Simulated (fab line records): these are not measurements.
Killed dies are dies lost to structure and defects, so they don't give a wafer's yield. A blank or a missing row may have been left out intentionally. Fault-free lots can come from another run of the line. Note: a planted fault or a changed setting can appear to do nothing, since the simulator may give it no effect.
What tool caused it? / flow gf180mcu / Sampling: 13 lots, 39 wafers, 4 of 602 route steps

== WHAT THE GAUGES READ, wafer by wafer ==
GF_HV_LDD_CD_MEAS_31: target cd 400 nm.
lot=L130; measured=day 12 00:04; on=cdSem-01; cdNm (nm)=401.5 401.4 402.0
lot=L131; measured=day 12 02:28; on=cdSem-01; cdNm (nm)=398.4 397.8 397.7
lot=L132; measured=day 12 14:24; on=cdSem-01; cdNm (nm)=402.1 399.9 400.8
lot=L133; measured=day 12 19:32; on=cdSem-02; cdNm (nm)=404.0 404.0 405.4
lot=L134; measured=day 12 23:38; on=cdSem-01; cdNm (nm)=401.0 401.3 402.6
lot=L135; measured=day 13 01:52; on=cdSem-02; cdNm (nm)=399.2 399.5 398.1
lot=L136; measured=day 13 12:13; on=cdSem-02; cdNm (nm)=399.5 399.6 397.6
lot=L137; measured=day 13 18:34; on=cdSem-02; cdNm (nm)=399.4 397.5 399.3
lot=L138; measured=day 14 05:20; on=cdSem-01; cdNm (nm)=397.0 397.0 395.9
lot=L147; measured=day 17 01:14; on=cdSem-01; cdNm (nm)=431.0 429.4 430.5
lot=L149; measured=day 17 22:48; on=cdSem-02; cdNm (nm)=427.9 427.8 425.5
lot=L152; measured=day 18 19:36; on=cdSem-01; cdNm (nm)=397.0 396.8 397.2
lot=L153; measured=day 19 01:47; on=cdSem-01; cdNm (nm)=401.8 403.2 398.8

GF_CONTACT_THK_MEAS_01.
lot=L130; measured=day 15 17:29; on=filmMetro-04; CONTACT_CVD_00_THK (nm)=301.8 300.2 300.7
lot=L131; measured=day 15 18:23; on=filmMetro-01; CONTACT_CVD_00_THK (nm)=303.6 299.7 297.2
lot=L132; measured=day 16 05:58; on=filmMetro-01; CONTACT_CVD_00_THK (nm)=299.2 297.1 301.5
lot=L133; measured=day 16 13:01; on=filmMetro-04; CONTACT_CVD_00_THK (nm)=299.7 300.7 294.9
lot=L134; measured=day 16 18:29; on=filmMetro-01; CONTACT_CVD_00_THK (nm)=298.0 300.2 306.3
lot=L135; measured=day 16 20:19; on=filmMetro-01; CONTACT_CVD_00_THK (nm)=299.6 300.9 297.6
lot=L136; measured=day 17 08:47; on=filmMetro-02; CONTACT_CVD_00_THK (nm)=303.3 304.6 305.8
lot=L137; measured=day 17 15:03; on=filmMetro-01; CONTACT_CVD_00_THK (nm)=299.4 303.2 300.1
lot=L138; measured=day 18 04:26; on=filmMetro-04; CONTACT_CVD_00_THK (nm)=299.8 301.4 301.7
lot=L147; measured=day 21 08:19; on=filmMetro-04; CONTACT_CVD_00_THK (nm)=298.4 299.8 299.6
lot=L149; measured=day 22 06:05; on=filmMetro-01; CONTACT_CVD_00_THK (nm)=298.8 299.4 302.4
lot=L152; measured=day 23 01:02; on=filmMetro-02; CONTACT_CVD_00_THK (nm)=298.1 296.4 298.8
lot=L153; measured=day 23 08:22; on=filmMetro-02; CONTACT_CVD_00_THK (nm)=297.8 300.5 298.4

GF_CONTACT_THK_MEAS_03.
lot=L130; measured=day 15 17:37; on=filmMetro-04; CONTACT_CVD_02_THK (nm)=867 872 866
lot=L131; measured=day 15 18:31; on=filmMetro-04; CONTACT_CVD_02_THK (nm)=865 859 866
lot=L132; measured=day 16 06:05; on=filmMetro-02; CONTACT_CVD_02_THK (nm)=842 857 860
lot=L133; measured=day 16 13:09; on=filmMetro-01; CONTACT_CVD_02_THK (nm)=855 851 879
lot=L134; measured=day 16 18:37; on=filmMetro-01; CONTACT_CVD_02_THK (nm)=854 867 867
lot=L135; measured=day 16 20:27; on=filmMetro-04; CONTACT_CVD_02_THK (nm)=855 860 872
lot=L136; measured=day 17 08:57; on=filmMetro-02; CONTACT_CVD_02_THK (nm)=849 850 860
lot=L137; measured=day 17 15:11; on=filmMetro-04; CONTACT_CVD_02_THK (nm)=863 856 869
lot=L138; measured=day 18 04:34; on=filmMetro-04; CONTACT_CVD_02_THK (nm)=868 861 868
lot=L147; measured=day 21 08:26; on=filmMetro-04; CONTACT_CVD_02_THK (nm)=863 876 868
lot=L149; measured=day 22 06:13; on=filmMetro-02; CONTACT_CVD_02_THK (nm)=847 849 863
lot=L152; measured=day 23 01:10; on=filmMetro-01; CONTACT_CVD_02_THK (nm)=839 847 856
lot=L153; measured=day 23 08:30; on=filmMetro-01; CONTACT_CVD_02_THK (nm)=852 845 853

== TOOL THAT RAN EACH LOT (tool first, then ch and the chambers of the sampled wafers, then the start) ==
lot=L130; GF_HV_LDD_EXPOSE_28=ilineStepper-02 ch 0, day 11 15:07
lot=L131; GF_HV_LDD_EXPOSE_28=ilineStepper-02 ch 0, day 11 17:23
lot=L132; GF_HV_LDD_EXPOSE_28=ilineStepper-02 ch 0, day 12 04:24
lot=L133; GF_HV_LDD_EXPOSE_28=ilineStepper-01 ch 0, day 12 09:20
lot=L134; GF_HV_LDD_EXPOSE_28=ilineStepper-02 ch 0, day 12 14:21
lot=L135; GF_HV_LDD_EXPOSE_28=ilineStepper-02 ch 0, day 12 16:08
lot=L136; GF_HV_LDD_EXPOSE_28=ilineStepper-01 ch 0, day 13 02:12
lot=L137; GF_HV_LDD_EXPOSE_28=ilineStepper-01 ch 0, day 13 08:41
lot=L138; GF_HV_LDD_EXPOSE_28=ilineStepper-01 ch 0, day 13 19:32
lot=L147; GF_HV_LDD_EXPOSE_28=ilineStepper-02 ch 0, day 16 13:40
lot=L149; GF_HV_LDD_EXPOSE_28=ilineStepper-02 ch 0, day 17 11:35
lot=L152; GF_HV_LDD_EXPOSE_28=ilineStepper-01 ch 0, day 18 07:49
lot=L153; GF_HV_LDD_EXPOSE_28=ilineStepper-01 ch 0, day 18 13:38
- GF_HV_LDD_EXPOSE_28: exposes mask Nplus HV AREA, target cd 400 nm.

== WHAT THE TOOLS THEMSELVES READ (means of the sampled wafers that have a number; where no wafer has one, the mark that the record gives instead) ==
GF_HV_LDD_EXPOSE_28.
lot=L130; tool=ilineStepper-02; exposureDoseMJCm2=140.25; focusOffsetNm (nm)=-0.4
lot=L131; tool=ilineStepper-02; exposureDoseMJCm2=140.06; focusOffsetNm (nm)=-0.3
lot=L132; tool=ilineStepper-02; exposureDoseMJCm2=140.05; focusOffsetNm (nm)=0.2
lot=L133; tool=ilineStepper-01; exposureDoseMJCm2=140.08; focusOffsetNm (nm)=0.9
lot=L134; tool=ilineStepper-02; exposureDoseMJCm2=140.05; focusOffsetNm (nm)=-0.2
lot=L135; tool=ilineStepper-02; exposureDoseMJCm2=139.83; focusOffsetNm (nm)=-0.5
lot=L136; tool=ilineStepper-01; exposureDoseMJCm2=139.93; focusOffsetNm (nm)=-0.1
lot=L137; tool=ilineStepper-01; exposureDoseMJCm2=140.11; focusOffsetNm (nm)=-0.1
lot=L138; tool=ilineStepper-01; exposureDoseMJCm2=139.97; focusOffsetNm (nm)=0.5
lot=L147; tool=ilineStepper-02; exposureDoseMJCm2=153.44; focusOffsetNm (nm)=-0.1
lot=L149; tool=ilineStepper-02; exposureDoseMJCm2=153.65; focusOffsetNm (nm)=-0.2
lot=L152; tool=ilineStepper-01; exposureDoseMJCm2=140.05; focusOffsetNm (nm)=-0.4
lot=L153; tool=ilineStepper-01; exposureDoseMJCm2=140.10; focusOffsetNm (nm)=0.1

== THE ANSWER, worked out from the rows above alone ==
Rule: what is usual is taken from the lots themselves. The widest of any qualifying gaps counts: lots, ordered by their means at a reading, are off when they make up no more than a third of the lots, leave a main group of 4 or more, and stand apart from it by 3 or more times the standard deviation of that group's means. Not used: any main group whose means are identical at the precision the tables above print for the reading. Also off: a lot with no number at a reading for which 4 or more lots have one. Any other lot the step has rows for is counted as sound. The gauges are gone through in route order, then the tools' own readings, and for those a lot's mean is taken as printed above. At the first step where some lot is off, the reading lying furthest off is the one used; lots without a number count as furthest.
Off: L147, L149 (GF_HV_LDD_CD_MEAS_31, cdNm). The main group has a mean of 399.8 nm with a standard deviation of 2.3.
If a tool, at a process step before that reading, ran all the lots that are off and no sound lot after the first of them, it fits. The gauges at GF_HV_LDD_CD_MEAS_31 aren't tried: what is off there is off at GF_HV_LDD_EXPOSE_28 too, on other tools, and a gauge's error can't cause that. One fits: ilineStepper-02 at GF_HV_LDD_EXPOSE_28. A fault onset in the window from L135 (day 12 16:08, its last sound lot) to L147 (day 16 13:40, its first lot off) fits.
The tool's own readings at GF_HV_LDD_EXPOSE_28 bear it out: on the lots that are off they differ by more than 5 times the standard deviation of the sound lots' means. exposureDoseMJCm2 reads 153.55 there against 140.04 on the sound lots.

== WHAT HAD BEEN PUT IN BY THE SIMULATOR ==
Process parameter drift: ilineStepper-02, from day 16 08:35 on, at GF_HV_LDD_EXPOSE_28. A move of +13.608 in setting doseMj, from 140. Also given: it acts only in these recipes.
Struck lots among those shown: L147, L149. Same finding as the rule above.
